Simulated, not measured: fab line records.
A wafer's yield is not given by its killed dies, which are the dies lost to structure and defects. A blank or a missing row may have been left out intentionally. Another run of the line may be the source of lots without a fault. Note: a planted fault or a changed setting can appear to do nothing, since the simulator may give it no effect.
Lot-split experiment	flow sky130	on a route of 708 steps: 5 lots, 23 wafers read

## ABOUT THE SPLIT
At SKY_CAPM_DEVELOP_11 (develop time 60 s), the setting dev-temp-c was moved away from the recipe's 23 C on 9 of the 23 wafers read, by -13.6% to +7.0%. All remaining wafers had this setting at the recipe value.

No step appears in the file between the split and the reading.

## THE READING
CAPM.cd-nm (the simulator's own value, which no gauge read), in nm, at SKY_CAPM_METAL_ETCH_13 (etches TiN in Cl2/BCl3, stops on SiO2, target depth 220 nm, time 62.9 s). The file gives no usual value for it. Average 999.9 nm, standard deviation 2.9 nm, over the 14 wafers here run with the recipe.

wafer	tool, chamber at the split	dev-temp-c as run, C	against the recipe	CAPM.cd-nm, nm	against lot-mates on the recipe
L074.1	litho-track-04, 0	23	recipe	996.6	-
L074.2	litho-track-04, 0	23	recipe	999.5	-
L074.3	litho-track-04, 0	24.1	+4.8%	1001	+2.0
L074.4	litho-track-04, 0	23	recipe	1001	-
L074.5	litho-track-04, 0	24.1	+4.8%	1000	+1.0
L076.1	litho-track-04, 0	19.87	-13.6%	986	-11.4
L076.2	litho-track-04, 0	23	recipe	997.5	-
L076.3	litho-track-04, 0	19.87	-13.6%	987.3	-10.1
L076.5	litho-track-04, 0	23	recipe	998.7	-
L076.6	litho-track-04, 0	23	recipe	996.1	-
L079.1	litho-track-03, 0	23	recipe	997.7	-
L079.3	litho-track-03, 0	23	recipe	997.5	-
L079.5	litho-track-03, 0	23	recipe	998.3	-
L082.1	litho-track-04, 0	21.33	-7.3%	995	-6.5
L082.2	litho-track-04, 0	21.33	-7.3%	994.4	-7.1
L082.4	litho-track-04, 0	21.33	-7.3%	995.9	-5.6
L082.5	litho-track-04, 0	23	recipe	1003	-
L082.6	litho-track-04, 0	23	recipe	1000	-
L084.1	litho-track-04, 0	23	recipe	1006	-
L084.2	litho-track-04, 0	23	recipe	1003	-
L084.4	litho-track-04, 0	24.61	+7.0%	1008	+3.7
L084.5	litho-track-04, 0	23	recipe	1004	-
L084.6	litho-track-04, 0	24.61	+7.0%	1011	+6.7

THE FIT
A straight line over all 23 wafers: CAPM.cd-nm changes by +0.905 nm for each +1% of dev-temp-c; r = +0.86; the points scatter about the line by 3 nm.
The same after taking each lot's own level away (the mean of its wafers on the recipe; 23 wafers): +0.759 nm for each +1%; r = +0.95; scatter 1.4 nm.
That fit puts the effect of the largest move of dev-temp-c on the reading at 10 nm.
The lots' own levels span 997.43 to 1004.33 nm, that is 2.4 times the standard deviation above.
So the lot-to-lot level changes the slope: the two fits differ.
Check: -10.4 nm against its lot-mates is what the line predicts for one of the wafers moved furthest among these (-13.6%) when that wafer is left out of the fit. Against them it came out at -11.4 nm.

## FURTHER SPLITS ON THESE WAFERS
Other splits were also applied to these wafers ahead of the reading. Each is held against what the fit with the lots' levels taken away leaves over:
other split on the same wafers	wafers away from the commonest value	r with CAPM.cd-nm (lot level and that fit taken away)
SKY_METAL2_SPUTTER_02 power-w	8	-0.02
SKY_VIA2_COAT_07 spin-rpm	6	+0.62
SKY_VIA2_ETCH_14 bias-w	8	-0.04
SKY_VIA2_SPUTTER_20 time-s	7	+0.08

## THE FILE'S OWN FIT
CAPM.cd-nm changes by +0.768 nm for each +1% of dev-temp-c, r = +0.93.
